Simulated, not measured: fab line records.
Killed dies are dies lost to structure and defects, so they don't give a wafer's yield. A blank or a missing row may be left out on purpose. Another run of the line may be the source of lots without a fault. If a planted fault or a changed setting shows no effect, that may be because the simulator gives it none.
fab line records ; flow sfqLine
[record] lots = 6; wafers = 18; lastDay = 84
route steps=325 shown I2@113 M3@118
lots that met no fault: taken from a fault-free run of the same line
startH: hours from the record's opening day to when the first of the lot's shown wafers began ; waitH: hours from the lot's prior step to this one ; " same as the row above ; L1.1+2: several wafers, shown together as one row ; - value missing, or start not given ; * or withheld: withheld ; < > ~ a bound
route shown NAME@n: names a module that has steps shown in the file, with the first one's number in the route ; usual: mean and standard deviation over wafers with no fault ; same: alike in all rows ; chamber/n: place in a boat ; sites: each site's reading ; _std_site: the values' standard deviation ; _edge_site: outer sites' mean less inner sites' ; radiusMm: for every site, how far away it sits from the centre of the wafer ; mask NAME#n: copy n ; behind: the most recent tool/chamber to have shaped the wafer ; hold: reason for holding the lot/hours on hold/outcome of the hold ; device: which transistor (n, p or np) failed to switch ; end of line: the route-end tests of the same wafers ; a step given without rows: its recipe and nothing more ; killed: the dies lost at the first sort to structure and to defects; this is not the yield of the wafer ; map: a wafer's dies, marking killed ones x, the rest . and places with no die _
set.NAME: the run value of the setting; set.NAME@STEP: its run value at that earlier step ; model.NAME: the simulator's own value behind a step, which no gauge read
lots seen at some steps along the route; tables by step, rows by wafer
services: from which hour (startH, from the record's first day; less than 0 if before it) a tool's chamber was out of use, for how many hours, and why
[[steps]]
[step SFQ_I2_OVL_MEAS_918]
[usual] I2_OVL = -3/5.6
lot.wafer;tool;chamber;startH;waitH;I2_OVL[nm]
L106.1;overlay-02;-;908.00;0.1;-1
L106.3;overlay-02;-;908.00;0.1;-11
L106.4;overlay-02;-;908.00;0.1;-8
L111.2;overlay-02;-;939.21;0.1;6
L111.4;overlay-02;-;939.21;0.1;3
L111.6;overlay-02;-;939.21;0.1;2
L112.1;overlay-02;-;944.00;0.1;-3
L112.4;overlay-02;-;944.00;0.1;-6
L112.6;overlay-02;-;944.00;0.1;-3
L117.1;overlay-01;-;997.05;0.1;-1
L117.5;overlay-01;-;997.05;0.1;-1
L117.6;overlay-01;-;997.05;0.1;-9
L120.1;overlay-01;-;1012.65;0.1;-10
L120.3;overlay-01;-;1012.65;0.1;-15
L120.5;overlay-01;-;1012.65;0.1;-7
L121.3;overlay-01;-;1025.27;0.1;-10
L121.4;overlay-01;-;1025.27;0.1;0
L121.6;overlay-01;-;1025.27;0.1;-4
[step SFQ_TRILAYER_I2_VIA_BARC_OPEN_VIA_ETCH_096]
[recipe] maskMaterial = PR; chemistry = O2; targetDepthNm = 125; target = BARC; sourceW = 500; biasW = 80; pressureMtorr = 30; timeS = 41.7
[usual] drypumpMotorCurrentA = 5.9/0.52; oesProductAu = 0.685/0.005
lot.wafer;tool;chamber;startH;waitH;drypumpMotorCurrentA;oesProductAu;rfHoursCounterH
L106.1;rieDiel-01;1;908.04;0.0;5.2;0.683;17
L106.3;rieDiel-01;0;908.04;0.0;5.6;0.686;7
L106.4;rieDiel-01;2;908.04;0.0;6.4;0.690;11
L111.2;rieDiel-03;1;939.24;0.0;6.2;0.686;13
L111.4;rieDiel-03;3;939.24;0.0;6.2;0.685;6
L111.6;rieDiel-03;1;939.24;0.0;6.2;0.672;-
L112.1;rieDiel-01;3;944.04;0.0;5.4;0.679;10
L112.4;rieDiel-01;1;944.04;0.0;5.2;0.688;19
L112.6;rieDiel-01;0;944.04;0.0;5.6;0.680;-
L117.1;rieDiel-02;3;997.09;0.0;5.1;0.685;20
L117.5;rieDiel-02;1;997.09;0.0;5.8;0.682;-
L117.6;rieDiel-02;2;997.09;0.0;6.5;0.681;-
L120.1;rieDiel-01;3;1012.69;0.0;5.4;0.681;11
L120.3;rieDiel-01;1;1012.69;0.0;5.2;0.683;20
L120.5;rieDiel-01;1;1012.69;0.0;5.2;0.686;-
L121.3;rieDiel-01;2;1025.30;0.0;6.4;0.682;14
L121.4;rieDiel-01;3;1025.30;0.0;5.4;0.682;12
L121.6;rieDiel-01;0;1025.30;0.0;5.6;0.686;-
[step SFQ_TRILAYER_I2_VIA_ETCH_VIA_ETCH_070]
[recipe] target = SiO2; stopOn = Nb; maskMaterial = PR; taperDeg = 20; chemistry = CHF3; targetDepthNm = 260; sourceW = 500; biasW = 80; pressureMtorr = 30; timeS = withheld
[usual] drypumpMotorCurrentA = 5.9/0.52; oesProductAu = 0.854/0.0051
lot.wafer;tool;chamber;startH;waitH;drypumpMotorCurrentA;oesProductAu
L106.1;rieDiel-01;1;908.08;0.0;5.2;0.849
L106.3;rieDiel-01;0;908.08;0.0;5.6;0.850
L106.4;rieDiel-01;2;908.08;0.0;6.4;0.853
L111.2;rieDiel-03;1;939.28;0.0;6.2;0.854
L111.4;rieDiel-03;3;939.28;0.0;6.2;0.848
L111.6;rieDiel-03;1;939.28;0.0;6.2;0.855
L112.1;rieDiel-01;3;944.08;0.0;5.4;0.858
L112.4;rieDiel-01;1;944.08;0.0;5.2;0.853
L112.6;rieDiel-01;0;944.08;0.0;5.6;0.855
L117.1;rieDiel-02;3;997.13;0.0;5.1;0.851
L117.5;rieDiel-02;1;997.13;0.0;5.9;0.852
L117.6;rieDiel-02;2;997.13;0.0;6.5;0.854
L120.1;rieDiel-01;3;1012.73;0.0;5.4;0.848
L120.3;rieDiel-01;1;1012.73;0.0;5.2;0.856
L120.5;rieDiel-01;1;1012.73;0.0;5.2;0.852
L121.3;rieDiel-01;2;1025.34;0.0;6.4;0.853
L121.4;rieDiel-01;3;1025.34;0.0;5.4;0.853
L121.6;rieDiel-01;0;1025.34;0.0;5.6;0.852
[step SFQ_TRILAYER_I2_VIA_STRIP_STRIP_071]
[recipe] gas = O2; powerW = 200; platenTempC = 40; overashFraction = 0.65; chemistry = O2; pressureMtorr = 50
[usual] drypumpMotorCurrentA = 5.9/0.38; heBacksideLeakSccm = 3.46/0.29; oesProductAu = 0.998/0.0075
[same] overashFraction = 0.65
lot.wafer;tool;chamber;startH;waitH;drypumpMotorCurrentA;heBacksideLeakSccm;oesProductAu;rfHoursCounterH
L106.1;rieMetal-01;1;908.19;-;6.0;3.73;1.004;126
L106.3;rieMetal-01;1;908.19;-;5.9;3.91;1.002;-
L106.4;rieMetal-01;0;908.19;-;5.6;3.13;0.999;-
L111.2;rieMetal-01;1;939.59;-;6.0;3.42;1.014;-
L111.4;rieMetal-01;1;939.59;-;6.0;3.54;1.015;-
L111.6;rieMetal-01;1;939.59;-;6.0;3.24;1.015;-
L112.1;rieMetal-02;0;944.19;-;5.6;3.13;0.999;69
L112.4;rieMetal-02;0;944.19;-;5.6;3.23;1.001;-
L112.6;rieMetal-02;1;944.19;-;6.5;3.90;1.008;-
L117.1;rieMetal-01;1;997.63;-;6.0;3.84;0.994;18
L117.5;rieMetal-01;1;997.63;-;6.0;3.44;0.992;-
L117.6;rieMetal-01;1;997.63;-;6.0;3.40;0.992;-
L120.1;rieMetal-01;1;1012.84;-;6.0;3.67;0.999;24
L120.3;rieMetal-01;1;1012.84;-;6.0;3.26;0.993;-
L120.5;rieMetal-01;1;1012.84;-;6.0;3.37;0.991;-
L121.3;rieMetal-04;1;1025.85;-;5.3;3.28;1.005;-
L121.4;rieMetal-04;1;1025.85;-;5.3;3.13;0.994;-
L121.6;rieMetal-04;1;1025.85;-;5.4;3.38;0.996;-
[step SFQ_TRILAYER_I2_VIA_STRIP_SOLV_CLEAN_072]
[recipe] chemistry = NMP; tempC = 70; timeS = 600
[step SFQ_TRILAYER_M3_DEP_PRE_CLEAN_074]
[recipe] gas = Ar; timeS = 22.5; biasV = 250
[step SFQ_TRILAYER_M3_DEP_SPUTTER_073]
[recipe] material = Nb; basePressurePa = 1.33e-06; chamberPressurePa = 0.1333; substrateTempC = 20; resputterCathodeVoltageV = 400; targetThkNm = 200; powerW = 2000; timeS = 133.3
[usual] chamberPressurePa = 0.13333/0.00025; throttleValvePct = 30.0/0.85
lot.wafer;tool;chamber;startH;waitH;chamberPressurePa;throttleValvePct
L106.1;pvdSputter-05;-;909.00;0.0;0.13309;29.5
L106.3;pvdSputter-05;-;909.00;0.0;0.13301;29.4
L106.4;pvdSputter-05;-;909.00;0.0;0.13308;31.6
L111.2;pvdSputter-03;-;940.80;0.0;0.13365;29.2
L111.4;pvdSputter-03;-;940.80;0.0;0.13346;28.8
L111.6;pvdSputter-03;-;940.80;0.0;0.13307;28.9
L112.1;pvdSputter-03;-;945.00;0.0;0.13378;29.1
L112.4;pvdSputter-03;-;945.00;0.0;0.13326;30.0
L112.6;pvdSputter-03;-;945.00;0.0;0.13311;30.1
L117.1;pvdSputter-04;-;999.04;0.0;0.13293;29.5
L117.5;pvdSputter-04;-;999.04;0.0;0.13342;30.1
L117.6;pvdSputter-04;-;999.04;0.0;0.13326;30.7
L120.1;pvdSputter-05;-;1014.24;0.0;0.13335;31.8
L120.3;pvdSputter-05;-;1014.24;0.0;0.1333;30.0
L120.5;pvdSputter-05;-;1014.24;0.0;0.13299;31.4
L121.3;pvdSputter-05;-;1026.85;0.0;0.13364;31.4
L121.4;pvdSputter-05;-;1026.85;0.0;0.13299;29.6
L121.6;pvdSputter-05;-;1026.85;0.0;0.1333;29.4
[step SFQ_M3_RS_MEAS_919]
[recipe] thkMeasGauge = four-point-probe; reads = Nb_of_TRILAYER_M3_DEP_SPUTTER_073
[usual] M3_NB_RS = 0.885/0.011
lot.wafer;tool;chamber;startH;waitH;M3_NB_RS[ohm/sq]
L106.1;filmMetro-04;-;909.09;0.0;0.881
L106.3;filmMetro-04;-;909.09;0.0;0.886
L106.4;filmMetro-04;-;909.09;0.0;0.877
L111.2;filmMetro-04;-;940.91;0.1;0.888
L111.4;filmMetro-04;-;940.91;0.1;0.864
L111.6;filmMetro-04;-;940.91;0.1;0.864
L112.1;filmMetro-03;-;945.09;0.0;0.875
L112.4;filmMetro-03;-;945.09;0.0;0.865
L112.6;filmMetro-03;-;945.09;0.0;0.865
L117.1;filmMetro-01;-;999.13;0.0;0.884
L117.5;filmMetro-01;-;999.13;0.0;0.895
L117.6;filmMetro-01;-;999.13;0.0;0.896
L120.1;filmMetro-04;-;1014.33;0.0;0.884
L120.3;filmMetro-04;-;1014.33;0.0;0.894
L120.5;filmMetro-04;-;1014.33;0.0;0.880
L121.3;filmMetro-01;-;1026.98;0.1;0.880
L121.4;filmMetro-01;-;1026.98;0.1;0.888
L121.6;filmMetro-01;-;1026.98;0.1;0.886
[step SFQ_TRILAYER_M3_LITHO_COAT_080]
[recipe] resist = BARC; spinRpm = 3000; resistThkNm = 62
[step SFQ_TRILAYER_M3_LITHO_COAT_075]
[recipe] resist = KrF; spinRpm = 3000; resistThkNm = 600
[step SFQ_TRILAYER_M3_LITHO_SOFTBAKE_079]
[recipe] tempC = withheld; timeS = withheld; resist = KrF
[step SFQ_TRILAYER_M3_LITHO_EXPOSE_076]
[recipe] maskId = M3; na = 0.6; sourceShape = conventional; sigmaOuter = 0.65; targetCdNm = 500; doseMj = 14.4
[usual] exposureDoseMJCm2 = 14.401/0.016; focusOffsetNm = 0.0/0.56; na = 0.6/0; reticleTempC = 23.01/0.1
lot.wafer;tool;chamber;startH;waitH;mask;exposureDoseMJCm2;focusOffsetNm;na;reticleTempC
L106.1;krfScanner-01;0;910.20;-;M3#0;14.408;-1.2;0.6;22.90
L106.3;krfScanner-01;0;910.20;-;M3#0;14.422;-0.1;0.6;23.11
L106.4;krfScanner-01;0;910.20;-;M3#0;14.403;-0.9;0.6;23.09
L111.2;krfScanner-01;-;946.63;-;M3#0;-;-;-;-
L111.4;krfScanner-01;-;946.63;-;M3#0;-;-;-;-
L111.6;krfScanner-01;-;946.63;-;M3#0;-;-;-;-
L112.1;krfScanner-01;-;951.23;-;M3#0;-;-;-;-
L112.4;krfScanner-01;-;951.23;-;M3#0;-;-;-;-
L112.6;krfScanner-01;-;951.23;-;M3#0;-;-;-;-
L117.1;krfScanner-01;0;1111.02;-;M3#0;14.422;-0.4;0.6;22.94
L117.5;krfScanner-01;0;1111.02;-;M3#0;14.433;0.3;0.6;22.96
L117.6;krfScanner-01;0;1111.02;-;M3#0;14.425;-0.6;0.6;23.06
L120.1;krfScanner-01;0;1114.62;-;M3#0;14.391;0.5;0.6;23.06
L120.3;krfScanner-01;0;1114.62;-;M3#0;14.394;-0.7;0.6;23.12
L120.5;krfScanner-01;0;1114.62;-;M3#0;14.399;0.0;0.6;22.91
L121.3;krfScanner-01;0;1116.22;-;M3#0;14.401;-0.4;0.6;23.03
L121.4;krfScanner-01;0;1116.22;-;M3#0;14.385;0.0;0.6;23.02
L121.6;krfScanner-01;0;1116.22;-;M3#0;14.391;1.1;0.6;23.09
[step SFQ_TRILAYER_M3_LITHO_PEB_078]
[recipe] pebTempC = 115; pebTimeS = 60; resist = KrF
[[services]]
tool;chamber;startH;hours;kind
rieDiel-03;2;884.29;9.3;repair
rieMetal-01;-;885.37;2.8;pm
krfScanner-01;-;908.25;0.8;pm
rieDiel-03;0;909.68;5.5;repair
rieMetal-01;0;931.22;189.0;repair
rieDiel-02;1;946.14;8.3;repair
rieDiel-03;2;953.57;8.0;repair
krfScanner-01;-;982.43;1.0;pm
rieDiel-01;3;998.70;2.5;repair
rieDiel-01;1;1018.26;1.7;repair
rieDiel-01;2;1020.11;1.8;repair
krfScanner-01;-;1021.11;1.5;repair
rieDiel-02;2;1028.91;2.3;repair
rieDiel-02;-;1038.84;0.3;repair
rieDiel-01;-;1041.32;2.8;pm
pvdSputter-03;-;1045.79;1.0;repair
krfScanner-01;-;1056.16;1.3;pm
rieDiel-02;0;1056.84;24.0;repair
krfScanner-01;-;1077.17;0.8;pm
rieDiel-02;2;1083.20;8.0;repair
rieDiel-02;1;1083.73;4.5;repair
rieDiel-03;1;1093.44;9.4;repair
rieDiel-03;2;1099.45;12.7;repair
pvdSputter-05;-;1108.37;1.1;repair
[[key]]
[firstSign] step = SFQ_TRILAYER_M3_LITHO_EXPOSE_076; reading = toolRecord; direction = missing
effect none on later readings
metAt SFQ_TRILAYER_M3_LITHO_EXPOSE_076
struckWafers L111.2,L111.4,L111.6,L112.1,L112.4,L112.6
onsetBetween 910.20 946.63
[fault] kind = skippedStepWhole; tool = krfScanner-01; chamber = -; onsetH = 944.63; steps = SFQ_TRILAYER_M3_LITHO_EXPOSE_076; scope = struckLotsOnly
